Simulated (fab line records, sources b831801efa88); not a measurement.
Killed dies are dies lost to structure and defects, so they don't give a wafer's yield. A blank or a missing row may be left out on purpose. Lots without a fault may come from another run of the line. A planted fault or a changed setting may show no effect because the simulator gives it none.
Split-lot experiment | flow gf180mcu | 5 lots, 23 wafers read, on a route of 602 steps

THE SPLIT
At GF_HV_LDD_COAT_41 (resist thk 1000 nm), the setting spin_rpm was moved away from the recipe's 3000 rpm on 4 of the 23 wafers read, by -4.5% to -2.3%. The other wafers ran this setting at the recipe's value.

The reading is taken at the split's own step.

THE READING
NOVOLAK_of_HV_LDD_COAT_41.thk_nm (the simulator's own value, which no gauge read), in nm, at GF_HV_LDD_COAT_41 (resist thk 1000 nm). The file gives no usual value for it. The 19 wafers here that ran the recipe average 998.6 nm, standard deviation 2.1 nm.

wafer  | tool, chamber at the split | spin_rpm as run, rpm | against the recipe | NOVOLAK_of_HV_LDD_COAT_41.thk_nm, nm | against lot-mates on the recipe
L074.1 | litho_track-03, 0          | 3000                 | recipe             | 1000                                 | -
L074.2 | litho_track-03, 0          | 3000                 | recipe             | 1001                                 | -
L074.3 | litho_track-03, 0          | 3000                 | recipe             | 998.8                                | -
L074.4 | litho_track-03, 0          | 3000                 | recipe             | 997.9                                | -
L074.5 | litho_track-03, 0          | 3000                 | recipe             | 999.1                                | -
L075.2 | litho_track-02, 0          | 3000                 | recipe             | 998.2                                | -
L075.3 | litho_track-02, 0          | 3000                 | recipe             | 998.2                                | -
L075.4 | litho_track-02, 0          | 3000                 | recipe             | 997.7                                | -
L075.5 | litho_track-02, 0          | 3000                 | recipe             | 995.5                                | -
L075.6 | litho_track-02, 0          | 3000                 | recipe             | 997.9                                | -
L082.1 | litho_track-02, 0          | 3000                 | recipe             | 1001                                 | -
L082.2 | litho_track-02, 0          | 3000                 | recipe             | 999.6                                | -
L082.3 | litho_track-02, 0          | 2866                 | -4.5%              | 1023                                 | +21.5
L082.4 | litho_track-02, 0          | 2866                 | -4.5%              | 1026                                 | +24.5
L082.5 | litho_track-02, 0          | 3000                 | recipe             | 1004                                 | -
L084.1 | litho_track-04, 0          | 3000                 | recipe             | 998.4                                | -
L084.2 | litho_track-04, 0          | 2932                 | -2.3%              | 1008                                 | +10.0
L084.4 | litho_track-04, 0          | 3000                 | recipe             | 1000                                 | -
L084.5 | litho_track-04, 0          | 3000                 | recipe             | 995.6                                | -
L084.6 | litho_track-04, 0          | 2932                 | -2.3%              | 1011                                 | +13.0
L085.1 | litho_track-03, 0          | 3000                 | recipe             | 997.7                                | -
L085.3 | litho_track-03, 0          | 3000                 | recipe             | 997.1                                | -
L085.5 | litho_track-03, 0          | 3000                 | recipe             | 995.2                                | -

THE FIT
A straight line over all 23 wafers: NOVOLAK_of_HV_LDD_COAT_41.thk_nm changes by -5.63 nm for each +1% of spin_rpm; r = -0.97; the points scatter about the line by 2.2 nm.
The same after taking each lot's own level away (the mean of its wafers on the recipe; 23 wafers): -5.13 nm for each +1%; r = -0.98; scatter 1.4 nm.
On that fit, the largest move of spin_rpm shifts the reading by 23 nm.
The lots' own levels span 996.67 to 1001.53 nm, that is 2.4 times the standard deviation above.
So the lot-to-lot level changes the slope little: the two slopes agree.
Check: with one of the wafers moved furthest among these (-4.5%) left out of the fit, the line predicts +23.9 nm for it against its lot-mates. It came out at +21.5 nm against them.

OTHER SPLITS ON THESE WAFERS
These wafers also went through other splits before the reading. Each is held against what the fit with the lots' levels taken away leaves over:
other split on the same wafers     | wafers away from the commonest value | r with NOVOLAK_of_HV_LDD_COAT_41.thk_nm (lot level and that fit taken away)
GF_POLY_GATE_PEB_08 peb_temp_c     | 8                                    | +0.04
GF_POLY_GATE_ETCH_12 ion_energy_ev | 8                                    | +0.27
GF_HV_LDD_DEVELOP_30 dev_temp_c    | 11                                   | -0.07

THE WHOLE CHAIN: every reading that the file lists as answering this split, in the file's order
step               | what it does       | reading                                                                           | change (the file's fit)              | r (the file's)
GF_HV_LDD_COAT_41  | resist thk 1000 nm | NOVOLAK_of_HV_LDD_COAT_41.thk_nm (the simulator's own value, which no gauge read) | -5.16 nm for each +1% of the setting | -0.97
GF_HV_LDD_STRIP_49 | strips in O2/N2    | strip_time_to_endpoint_s                                                          | withheld for each +1% of the setting | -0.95

THE FILE'S OWN FIT
NOVOLAK_of_HV_LDD_COAT_41.thk_nm changes by -5.16 nm for each +1% of spin_rpm, r = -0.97.
